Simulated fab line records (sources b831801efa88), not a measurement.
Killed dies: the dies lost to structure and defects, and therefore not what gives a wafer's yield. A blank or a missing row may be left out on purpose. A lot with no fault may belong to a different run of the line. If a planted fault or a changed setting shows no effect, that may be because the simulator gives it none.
Which tool did it?	flow sky130	11 lots with 33 wafers sampled at 4 steps, on a route of 708 steps

== WHAT THE GAUGES SHOWED, per wafer ==
SKY_NWELL_OVL_MEAS_23.
lot	measured	on	NWELL_01_OVL (nm)
L430	day 6 20:30	overlay-01	0.1 0.0 0.3
L431	day 7 09:33	overlay-01	-0.9 0.1 0.0
L432	day 7 10:12	overlay-01	-0.8 0.4 0.7
L433	day 7 21:39	overlay-02	-0.7 -1.0 0.9
L435	day 8 05:39	overlay-02	1.6 2.7 1.2
L437	day 8 10:01	overlay-02	-2.0 0.4 -1.1
L438	day 8 12:07	overlay-01	-0.7 0.5 -0.3
L440	day 8 14:48	overlay-01	0.1 -3.3 -1.1
L439	day 8 15:41	overlay-01	1.4 -0.1 0.4
L442	day 9 01:34	overlay-01	-2.2 -0.4 -1.5
L448	day 10 14:57	overlay-01	-1.2 -2.2 -1.4

SKY_VIA1_THK_MEAS_01.
lot	measured	on	VIA1_HDPCVD_THK (nm)
L430	day 35 01:05	filmMetro-03	1006 1013 1004
L431	day 35 18:05	filmMetro-02	1023 1005 1034
L432	day 35 06:28	filmMetro-01	1036 1025 1036
L433	day 36 03:02	filmMetro-03	1038 1036 1034
L435	day 36 16:21	filmMetro-02	1026 1010 1021
L437	day 37 21:16	filmMetro-03	1012 1023 1023
L438	day 37 21:37	filmMetro-02	782 783 783
L440	day 37 20:46	filmMetro-02	1019 1033 1038
L439	day 38 01:28	filmMetro-02	1025 1035 1026
L442	day 37 22:24	filmMetro-03	767 781 761
L448	day 39 14:54	filmMetro-03	1009 1020 1022

== EACH LOT AND THE TOOL THAT RAN IT (in order: tool; ch and the chambers of the sampled wafers; start) ==
lot	SKY_VT_ADJUST_HVTR_STRIP_10	SKY_VIA1_HDPCVD_00
L430	plasmaAsher-04 ch 0,1, day 11 10:00	hdpcvd-01 ch 1,2, day 35 00:58
L431	plasmaAsher-03 ch 1, day 12 02:03	hdpcvd-02 ch 0,2, day 35 17:58
L432	plasmaAsher-04 ch 0,1, day 12 01:27	hdpcvd-02 ch 0,2, day 35 06:22
L433	plasmaAsher-03 ch 1, day 12 14:21	hdpcvd-02 ch 0,2, day 36 02:55
L435	plasmaAsher-01 ch 0,1, day 13 01:48	hdpcvd-02 ch 0,1,2, day 36 16:14
L437	plasmaAsher-04 ch 0,1, day 13 06:14	hdpcvd-01 ch 0,2, day 37 21:07
L438	plasmaAsher-04 ch 0,1, day 13 09:44	hdpcvd-02 ch 1,2, day 37 21:28
L440	plasmaAsher-03 ch 0,1, day 13 12:33	hdpcvd-02 ch 0,1,2, day 37 20:40
L439	plasmaAsher-04 ch 0,1, day 13 13:48	hdpcvd-01 ch 0,1, day 38 01:21
L442	plasmaAsher-03 ch 0,1, day 14 01:35	hdpcvd-02 ch 0,2, day 37 22:16
L448	plasmaAsher-03 ch 0,1, day 15 22:09	hdpcvd-01 ch 1,2, day 39 14:47
- SKY_VT_ADJUST_HVTR_STRIP_10: strips in O2/N2.
- SKY_VIA1_HDPCVD_00: deposits SiO2, target thk 1030 nm, time 171.7 s.

== WHAT THE TOOLS THEMSELVES READ (means of the sampled wafers that have a number; where no wafer has one, the mark that the record gives instead) ==
SKY_VT_ADJUST_HVTR_STRIP_10.
lot	tool	chamberPressureMTorr (mTorr)	drypumpMotorCurrentA (A)	o2FlowSccm (sccm)	oesProductAu (a.u.)	stripTimeToEndpointS (s)
L430	plasmaAsher-04	1499.2	5.5	2993	0.718	14.20
L431	plasmaAsher-03	1500.7	5.6	2987	0.714	14.18
L432	plasmaAsher-04	1500.9	5.5	3005	0.717	14.20
L433	plasmaAsher-03	1499.4	5.6	2994	0.714	14.19
L435	plasmaAsher-01	1499.3	5.6	3005	0.721	14.18
L437	plasmaAsher-04	1500.3	5.5	3000	0.713	14.19
L438	plasmaAsher-04	1500.3	5.7	3007	0.715	14.27
L440	plasmaAsher-03	1498.7	5.8	3001	0.713	14.15
L439	plasmaAsher-04	1501.0	5.5	3004	0.711	14.15
L442	plasmaAsher-03	1499.0	5.9	3009	0.711	14.15
L448	plasmaAsher-03	1500.4	5.8	3021	0.719	14.23

SKY_VIA1_HDPCVD_00.
lot	tool	runLengthS (s)	sih4FlowSccm (sccm)
L430	hdpcvd-01	199.4	59.94
L431	hdpcvd-02	200.4	60.01
L432	hdpcvd-02	199.9	60.06
L433	hdpcvd-02	200.2	60.09
L435	hdpcvd-02	199.6	59.95
L437	hdpcvd-01	198.9	59.97
L438	hdpcvd-02	158.6	59.93
L440	hdpcvd-02	199.7	60.16
L439	hdpcvd-01	199.3	59.88
L442	hdpcvd-02	158.6	59.96
L448	hdpcvd-01	199.4	60.04

== THE ANSWER, worked out from the rows above alone ==
Rule: usual is defined by the lots themselves. Put in order of their means at a reading, lots are off if they are a third of the lots or fewer, leave a main group of 4 or more, and stand apart from it by a gap of 3 or more times the standard deviation of the main group's means; of several such gaps the widest counts. A main group whose means are all the same, to the digits that the tables above print for the reading, isn't used. A lot without any number at a reading at which 4 lots or more have one is off too. Any other lot the step has rows for is counted as sound. After the gauges, taken in route order, come the tools' own readings; for these a lot's mean is taken, as printed above. At the first step where some lot is off, the reading lying furthest off is the one used; lots without a number count as furthest.
Off: at SKY_VIA1_THK_MEAS_01 (VIA1_HDPCVD_THK), L438, L442. The main group: mean 1023 nm, standard deviation 8.4.
A tool fits if, at a process step before that reading, it ran every lot that is off, and no sound lot after the first of them. The gauges at SKY_VIA1_THK_MEAS_01 aren't tried: what is off there is off at SKY_VIA1_HDPCVD_00 too, on other tools, and a gauge's error can't cause that. One fits: hdpcvd-02 at SKY_VIA1_HDPCVD_00. A fault onset in the window from L440 (day 37 20:40, its last sound lot) to L438 (day 37 21:28, its first lot off) fits.
The tool's own readings at SKY_VIA1_HDPCVD_00 bear it out: on the lots that are off they differ by more than 5 times the standard deviation of the sound lots' means. runLengthS reads 158.6 s there against 199.6 s on the sound lots.

== WHAT THE SIMULATOR PUT IN ==
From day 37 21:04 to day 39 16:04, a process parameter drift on hdpcvd-02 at SKY_VIA1_HDPCVD_00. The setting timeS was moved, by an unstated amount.
Shown lots that were struck: L438, L442. The rule given above showed the same thing.
